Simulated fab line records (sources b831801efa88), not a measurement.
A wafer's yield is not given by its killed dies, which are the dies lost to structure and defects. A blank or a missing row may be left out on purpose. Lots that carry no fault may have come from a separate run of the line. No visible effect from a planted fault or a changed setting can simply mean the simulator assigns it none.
Chamber matching || flow sky130 || 4 sister chambers for SKY_METAL4_ETCH_17 on rie-diel-04
The step etches SiO2 in C4F8/O2/Ar, stops on TiN, time 3.9 s, target depth 15 nm. 20 wafers are shown with their chamber, then 10 later ones without.

WAFERS, EACH WITH ITS CHAMBER
{"wafer": "L076.2", "chamber": 2, "oes-product-au (a.u.)": 0.759}
{"wafer": "L076.4", "chamber": 3, "oes-product-au (a.u.)": 0.759}
{"wafer": "L076.5", "chamber": 1, "oes-product-au (a.u.)": 0.753}
{"wafer": "L078.3", "chamber": 2, "oes-product-au (a.u.)": 0.756}
{"wafer": "L078.5", "chamber": 3, "oes-product-au (a.u.)": 0.762}
{"wafer": "L078.6", "chamber": 1, "oes-product-au (a.u.)": 0.756}
{"wafer": "L081.1", "chamber": 3, "oes-product-au (a.u.)": 0.754}
{"wafer": "L081.2", "chamber": 2, "oes-product-au (a.u.)": 0.762}
{"wafer": "L081.3", "chamber": 0, "oes-product-au (a.u.)": 0.753}
{"wafer": "L082.2", "chamber": 1, "oes-product-au (a.u.)": 0.751}
{"wafer": "L082.5", "chamber": 2, "oes-product-au (a.u.)": 0.751}
{"wafer": "L082.6", "chamber": 1, "oes-product-au (a.u.)": 0.755}
{"wafer": "L084.2", "chamber": 0, "oes-product-au (a.u.)": 0.752}
{"wafer": "L084.5", "chamber": 2, "oes-product-au (a.u.)": 0.753}
{"wafer": "L084.6", "chamber": 3, "oes-product-au (a.u.)": 0.756}
{"wafer": "L086.3", "chamber": 2, "oes-product-au (a.u.)": 0.746}
{"wafer": "L086.4", "chamber": 1, "oes-product-au (a.u.)": 0.750}
{"wafer": "L086.5", "chamber": 0, "oes-product-au (a.u.)": 0.752}
{"wafer": "L090.2", "chamber": 0, "oes-product-au (a.u.)": 0.755}
{"wafer": "L090.3", "chamber": 3, "oes-product-au (a.u.)": 0.735}

SIGNATURES, as means of the wafers listed above
{"reading": "oes-product-au", "chamber 0": 0.75300, "chamber 1": 0.75300, "chamber 2": 0.75450, "chamber 3": 0.75320, "scatter within a chamber": 0.00637}
Rule: distance of a wafer from a chamber = root of the sum over the readings of ((wafer's reading minus chamber's mean) / reading's scatter) squared. If the next closest chamber is less than 2 further off than the closest, the wafer can't be placed; otherwise it belongs to the closest. The scatter: the root of (the sum of the squares of (reading less its chamber's mean) over the shown wafers, divided by (wafers less chambers)).

WAFERS WITH NO CHAMBER GIVEN
{"wafer": "L090.4", "oes-product-au (a.u.)": 0.754}
{"wafer": "L091.2", "oes-product-au (a.u.)": 0.751}
{"wafer": "L091.4", "oes-product-au (a.u.)": 0.758}
{"wafer": "L091.6", "oes-product-au (a.u.)": 0.753}
{"wafer": "L095.1", "oes-product-au (a.u.)": 0.748}
{"wafer": "L095.2", "oes-product-au (a.u.)": 0.745}
{"wafer": "L095.6", "oes-product-au (a.u.)": 0.753}
{"wafer": "L097.3", "oes-product-au (a.u.)": 0.759}
{"wafer": "L097.5", "oes-product-au (a.u.)": 0.753}
{"wafer": "L097.6", "oes-product-au (a.u.)": 0.760}

EACH ONE'S CHAMBER
{"wafer": "L090.4", "from the rows above": "can't be placed: 2 or 3 or 0 or 1", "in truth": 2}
{"wafer": "L091.2", "from the rows above": "can't be placed: 0 or 1 or 3 or 2", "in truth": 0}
{"wafer": "L091.4", "from the rows above": "can't be placed: 2 or 3 or 0 or 1", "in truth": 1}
{"wafer": "L091.6", "from the rows above": "can't be placed: 0 or 1 or 3 or 2", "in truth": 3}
{"wafer": "L095.1", "from the rows above": "can't be placed: 0 or 1 or 3 or 2", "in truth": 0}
{"wafer": "L095.2", "from the rows above": "can't be placed: 0 or 1 or 3 or 2", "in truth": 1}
{"wafer": "L095.6", "from the rows above": "can't be placed: 0 or 1 or 3 or 2", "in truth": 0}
{"wafer": "L097.3", "from the rows above": "can't be placed: 2 or 3 or 0 or 1", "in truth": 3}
{"wafer": "L097.5", "from the rows above": "can't be placed: 0 or 1 or 3 or 2", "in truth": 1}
{"wafer": "L097.6", "from the rows above": "can't be placed: 2 or 3 or 0 or 1", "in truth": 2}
Correct placement for 0 of the 10. These rows do not allow placing 10 (true chamber among the candidates in 10). Placed wrongly: 0.
